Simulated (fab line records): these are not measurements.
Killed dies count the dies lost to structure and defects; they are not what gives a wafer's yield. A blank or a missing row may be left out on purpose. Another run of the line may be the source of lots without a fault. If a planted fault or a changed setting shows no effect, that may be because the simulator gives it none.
Code-filled problem report in 8D (eight disciplines) form | flow sky130 | the parts of the form that need people (team, actions taken, sign-off) are left out

== 1. THE PROBLEM ==
Mean of chamberPressurePa at SKY_METAL1_SPUTTER_04: 0.3754 Pa across 6 wafers in 2 lots; on wafers with no fault it is 0.4001 Pa (standard deviation 0.00091). Measured from the usual mean, that is -27 standard deviations.
The step: material TiN, target thk 70 nm, time 58.3 s.
First observed at day 35 15:26: wafer L546.2, on pvdSputter-02. Wafers with a number at this step in the record: 42, from 14 lots. By rule, "out" or "out of limits" means more than 4 standard deviations away from the usual mean. Any other wafer with a number is counted as sound.

== 2. WHAT IT IS, WHAT IT ISN'T ==
question                    | is                     | is not
which readings at this step | chamberPressurePa      | -
which lots                  | L546, L550             | L535, L536, L537, L538, L540, L542, L543, L547, L548, L554, L555, L558
which wafers of those lots  | all that have a number | -
read on which tools         | pvdSputter-02          | pvdSputter-01, pvdSputter-03
when                        | from day 35 15:26      | up to then (21 sound wafers); but 15 sound wafers of L547, L548, L554, L555, L558 came after

== 3. WHAT RULES OUT EACH SUSPECT ==
Counting: a tool at any process step up to the reading remains a suspect when it ran all the lots that are out and ran no sound lot after the first of those.
- pvdSputter-02 at SKY_METAL1_SPUTTER_04 (material TiN, target thk 70 nm, time 58.3 s): ruled out as a lasting fault. Sound lots L558 ran on it after its first lot that is out, L546 (day 35 15:26).
Left after counting: nothing in the record.

== 4. THE CAUSE (what the simulator had put in) ==
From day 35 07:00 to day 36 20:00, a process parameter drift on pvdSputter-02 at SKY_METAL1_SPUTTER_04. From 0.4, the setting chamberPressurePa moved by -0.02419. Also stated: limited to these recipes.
Counting ruled it out, wrongly.

== 5. THE EFFECT CHAIN, in route order ==
Rows list readings where the struck wafers' mean (over those with a number) sits beyond 3 standard deviations from the usual. Scope: only readings with a usual standard deviation given in the record; hours: median across lots of the time from each lot's start at the first step in this table that gives one to its start at this step; sigmas: change in usual standard deviations.
hours | step                  | reading           | usual     | on struck wafers | change  | sigmas
0     | SKY_METAL1_SPUTTER_04 | chamberPressurePa | 0.4001 Pa | 0.3754           | -0.0247 | -27
Its process steps:
- SKY_METAL1_SPUTTER_04: material TiN, target thk 70 nm, time 58.3 s.

== 6. HOW IT WOULD HAVE BEEN CAUGHT EARLIER ==
The fault began at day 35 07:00; the first out-of-limits reading in this record came at day 35 15:26, 8 hours later.
